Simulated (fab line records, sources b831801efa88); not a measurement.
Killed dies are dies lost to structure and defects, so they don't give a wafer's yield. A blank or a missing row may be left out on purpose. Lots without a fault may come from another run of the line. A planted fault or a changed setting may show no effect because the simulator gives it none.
One fault seen from 2 desks | flow gf180mcu | each desk has only its own numbers; what lay behind them comes last

THE METROLOGY DESK
What the gauges read, lot by lot, whatever tool the lot ran on: means of the sampled wafers that have a number. A lot is out of limits, marked OUT, if its mean lies more than 4 standard deviations from the usual mean; the brackets give that distance.
Columns: A = V5_W_RS at GF_V5_RS_MEAS_24, usual 0.330 ohm/sq; B = PASSIVATION_CVD_02_THK at GF_PASSIVATION_THK_MEAS_03, usual 701 nm
lot  | first seen here | A     | B
L843 | day 28 20:17    | 0.330 | 710
L847 | day 29 20:50    | 0.338 | 738 (+4.1) OUT
L846 | day 29 22:02    | 0.333 | 724
L848 | day 30 03:32    | 0.333 | 699
L855 | day 32 01:38    | 0.323 | 694
L856 | day 32 07:13    | 0.331 | 697
L857 | day 32 21:41    | 0.324 | 707
L859 | day 33 02:26    | 0.328 | 702
L860 | day 33 06:09    | 0.329 | 702
L862 | day 33 17:17    | 0.332 | 701
L863 | day 33 18:02    | 0.329 | 687
This desk's finding: out of limits on L847; first on L847, day 30 17:17 (PASSIVATION_CVD_02_THK at GF_PASSIVATION_THK_MEAS_03). In limits: L843, L846, L848, L855, L856, L857, L859, L860, L862, L863.

THE TOOL OWNER'S DESK: pecvd-04
The tool's own readings at GF_PASSIVATION_CVD_02 (deposits Si3N4, target thk 700 nm, time 486.18 s): means of the sampled wafers that have a number, for each lot that ran on this tool. A lot is out of limits, marked OUT, if its mean lies more than 4 standard deviations from the usual mean; the brackets give that distance.
Columns: A = heater_power_outer_w at GF_PASSIVATION_CVD_02, usual 384 W; B = heater_power_w at GF_PASSIVATION_CVD_02, usual 666 W; C = rf_fwd_power_W at GF_PASSIVATION_CVD_02, usual 449.5 W
lot  | first seen here | A   | B   | C
L843 | day 29 17:16    | 395 | 703 | 450.9
L847 | day 30 16:59    | 370 | 662 | 521.5 (+51) OUT
L846 | day 30 18:28    | 410 | 706 | 521.5 (+51) OUT
L856 | day 33 02:16    | 393 | 691 | 450.6
L860 | day 33 23:29    | 389 | 669 | 447.9
L863 | day 34 11:29    | 365 | 656 | 451.0
This desk's finding: out of limits on L846, L847; first on L847, day 30 16:59 (rf_fwd_power_W at GF_PASSIVATION_CVD_02). In limits: L843, L856, L860, L863.

PUT TOGETHER
The tool owner's desk could have raised an alarm at day 30 16:59, on L846, L847.
The metrology desk could have raised an alarm at day 30 17:17, on L847.
The metrology desk has L846 on record, within its limits.
Of the lots named, all ran GF_PASSIVATION_CVD_02 on pecvd-04.

WHAT THE SIMULATOR HAD PUT IN
Process parameter drift: pecvd-04, from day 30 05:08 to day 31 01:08, at GF_PASSIVATION_CVD_02. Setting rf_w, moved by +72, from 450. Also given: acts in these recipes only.
Lots struck among those shown: L846, L847.
Hours from the fault's start to each desk's first reading out of limits: the tool owner's desk, 12; the metrology desk, 12.
